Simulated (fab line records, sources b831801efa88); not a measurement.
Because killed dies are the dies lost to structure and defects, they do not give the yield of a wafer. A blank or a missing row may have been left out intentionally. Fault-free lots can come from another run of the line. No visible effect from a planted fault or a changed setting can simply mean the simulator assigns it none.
Which tool is to blame? | flow sky130 | 30 wafers from 10 lots sampled at 6 of the route's 708 steps

WHAT THE GAUGES SHOWED, per wafer
SKY_METAL2_RS_MEAS_05: uses a four-point probe to measure.
lot  | measured     | on            | METAL2_ALCU_RS (ohm/sq)
L779 | day 33 22:43 | film-metro-02 | 0.1281 0.1284 0.1278
L780 | day 34 07:56 | film-metro-02 | 0.1292 0.1295 0.1296
L785 | day 36 13:47 | film-metro-02 | 0.1263 0.1261 0.1248
L787 | day 37 03:40 | film-metro-02 | 0.1261 0.1256 0.1268
L786 | day 37 10:06 | film-metro-03 | 0.1254 0.1264 0.1275
L793 | day 38 16:40 | film-metro-01 | 0.1401 0.1404 0.1385
L797 | day 39 21:40 | film-metro-01 | 0.1395 0.1403 0.1390
L798 | day 40 01:55 | film-metro-02 | 0.1294 0.1298 0.1285
L799 | day 40 04:36 | film-metro-03 | 0.1276 0.1277 0.1278
L800 | day 40 12:23 | film-metro-03 | 0.1300 0.1282 0.1276

SKY_METAL2_THK_MEAS_06: measures by xrf.
lot  | measured     | on            | METAL2_ALCU_THK (nm)
L779 | day 33 22:50 | film-metro-02 | 248 248 248
L780 | day 34 08:03 | film-metro-02 | 247 246 246
L785 | day 36 13:55 | film-metro-02 | 251 254 252
L787 | day 37 03:47 | film-metro-02 | 253 252 249
L786 | day 37 10:13 | film-metro-03 | 254 253 250
L793 | day 38 16:47 | film-metro-01 | 229 229 229
L797 | day 39 21:47 | film-metro-01 | 229 230 228
L798 | day 40 02:01 | film-metro-02 | 244 243 247
L799 | day 40 04:43 | film-metro-03 | 252 252 250
L800 | day 40 12:31 | film-metro-03 | 246 248 251

SKY_CAP2M_OVL_MEAS_12.
lot  | measured     | on         | CAP2M_OVL (nm)
L779 | day 40 16:08 | overlay-02 | 0.7 0.2 2.5
L780 | day 40 23:45 | overlay-02 | -1.5 -0.9 -0.1
L785 | day 43 07:29 | overlay-02 | -0.2 -0.9 -1.7
L787 | day 43 11:11 | overlay-01 | 2.6 1.1 2.0
L786 | day 43 14:58 | overlay-02 | 2.8 1.1 1.3
L793 | day 44 17:32 | overlay-02 | -1.9 -0.7 -1.6
L797 | day 46 05:55 | overlay-02 | 1.3 0.8 -0.8
L798 | day 46 06:53 | overlay-01 | -0.2 0.8 -0.2
L799 | day 46 07:32 | overlay-02 | 1.9 1.7 -0.2
L800 | day 46 09:28 | overlay-01 | 3.1 2.5 0.8

WHICH TOOL RAN EACH LOT (tool, then ch and the chambers of the sampled wafers, then the start)
lot  | SKY_LDD_P_STRIP_10                   | SKY_METAL2_SPUTTER_02        | SKY_METAL2_STRIP_20
L779 | plasma-asher-02 ch 0,1, day 18 22:39 | pvd-sputter-02, day 33 22:37 | plasma-asher-04 ch 0,1, day 35 01:16
L780 | plasma-asher-02 ch 0,1, day 19 09:19 | pvd-sputter-04, day 34 07:50 | plasma-asher-03 ch 0,1, day 35 10:41
L785 | plasma-asher-02 ch 0,1, day 22 03:28 | pvd-sputter-04, day 36 13:41 | plasma-asher-03 ch 1, day 37 15:28
L787 | plasma-asher-04 ch 0,1, day 22 17:25 | pvd-sputter-02, day 37 03:35 | plasma-asher-02 ch 0,1, day 38 06:01
L786 | plasma-asher-02 ch 0,1, day 22 22:49 | pvd-sputter-04, day 37 10:01 | plasma-asher-03 ch 0,1, day 38 12:29
L793 | plasma-asher-04 ch 0,1, day 24 11:23 | pvd-sputter-02, day 38 16:35 | plasma-asher-02 ch 0,1, day 39 17:50
L797 | plasma-asher-01 ch 0,1, day 25 20:01 | pvd-sputter-02, day 39 21:34 | plasma-asher-04 ch 0,1, day 40 21:59
L798 | plasma-asher-01 ch 0,1, day 26 02:19 | pvd-sputter-01, day 40 01:47 | plasma-asher-04 ch 0,1, day 41 02:25
L799 | plasma-asher-01 ch 0,1, day 26 07:00 | pvd-sputter-04, day 40 04:31 | plasma-asher-04 ch 0,1, day 41 04:23
L800 | plasma-asher-04 ch 0,1, day 26 16:17 | pvd-sputter-04, day 40 12:18 | plasma-asher-04 ch 0,1, day 41 11:00
- SKY_LDD_P_STRIP_10: strips in O2/N2.
- SKY_METAL2_SPUTTER_02: material AlCu, target thk 250 nm, time 13.3 s.
- SKY_METAL2_STRIP_20: strips in O2/N2.

AS READ BY THE TOOLS THEMSELVES (means over the sampled wafers that have a number; for cases with no such wafer, the mark the record gives instead)
SKY_LDD_P_STRIP_10.
lot  | tool            | drypump-motor-current-A (A) | oes-product-au (a.u.) | strip-time-to-endpoint-s (s)
L779 | plasma-asher-02 | 5.9                         | 0.710                 | 14.18
L780 | plasma-asher-02 | 5.9                         | 0.714                 | 14.26
L785 | plasma-asher-02 | 5.9                         | 0.717                 | 14.22
L787 | plasma-asher-04 | 5.4                         | 0.717                 | 14.22
L786 | plasma-asher-02 | 5.9                         | 0.718                 | 14.20
L793 | plasma-asher-04 | 5.8                         | 0.710                 | 14.23
L797 | plasma-asher-01 | 5.5                         | 0.715                 | 14.21
L798 | plasma-asher-01 | 5.5                         | 0.712                 | 14.23
L799 | plasma-asher-01 | 5.5                         | 0.719                 | 14.19
L800 | plasma-asher-04 | 5.4                         | 0.720                 | 14.21

SKY_METAL2_SPUTTER_02.
lot  | tool           | throttle-valve-pct (%)
L779 | pvd-sputter-02 | 30.2
L780 | pvd-sputter-04 | 30.0
L785 | pvd-sputter-04 | 29.9
L787 | pvd-sputter-02 | 29.4
L786 | pvd-sputter-04 | 30.4
L793 | pvd-sputter-02 | 29.4
L797 | pvd-sputter-02 | 29.5
L798 | pvd-sputter-01 | 30.8
L799 | pvd-sputter-04 | 30.4
L800 | pvd-sputter-04 | 30.2

SKY_METAL2_STRIP_20.
lot  | tool            | drypump-motor-current-A (A) | oes-product-au (a.u.) | strip-time-to-endpoint-s (s)
L779 | plasma-asher-04 | 5.4                         | 0.343                 | 2.699
L780 | plasma-asher-03 | 5.7                         | 0.337                 | 2.631
L785 | plasma-asher-03 | 6.1                         | 0.346                 | 2.717
L787 | plasma-asher-02 | 5.9                         | 0.343                 | 2.715
L786 | plasma-asher-03 | 5.7                         | 0.343                 | 2.694
L793 | plasma-asher-02 | 5.8                         | 0.347                 | 2.698
L797 | plasma-asher-04 | 5.4                         | 0.346                 | 2.692
L798 | plasma-asher-04 | 5.8                         | 0.346                 | 2.705
L799 | plasma-asher-04 | 5.4                         | 0.344                 | 2.710
L800 | plasma-asher-04 | 5.8                         | 0.339                 | 2.643

THE ANSWER, worked out from the rows above alone
Rule: usual is defined by the lots themselves. Put in order of their means at a reading, lots are off if they are a third of the lots or fewer, leave a main group of 4 or more, and stand apart from it by a gap of 3 or more times the standard deviation of the main group's means; of several such gaps the widest counts. The tables above print the reading to a certain number of digits; a main group whose means all agree to those digits is not used. Also off: a lot with no number at a reading for which 4 or more lots have one. All remaining lots with rows at the step are treated as sound. First the gauges in route order, then the tools' own readings, where a lot's mean is used as printed above. The first step at which some lot is off is used, and at that step the reading that is off furthest; a lot without a number counts as furthest.
Off: at SKY_METAL2_RS_MEAS_05 (METAL2_ALCU_RS), L793, L797. Main group: mean 0.1277 ohm/sq, sd 0.0013.
A tool fits if, at a process step before that reading, it ran every lot that is off, and no sound lot after the first of them. Those tools and the gauges at SKY_METAL2_RS_MEAS_05 are tried in the same way. Undecided on this evidence; 2 tools fit (pvd-sputter-02 at SKY_METAL2_SPUTTER_02, film-metro-01 at SKY_METAL2_RS_MEAS_05).

WHAT HAD BEEN PUT IN BY THE SIMULATOR
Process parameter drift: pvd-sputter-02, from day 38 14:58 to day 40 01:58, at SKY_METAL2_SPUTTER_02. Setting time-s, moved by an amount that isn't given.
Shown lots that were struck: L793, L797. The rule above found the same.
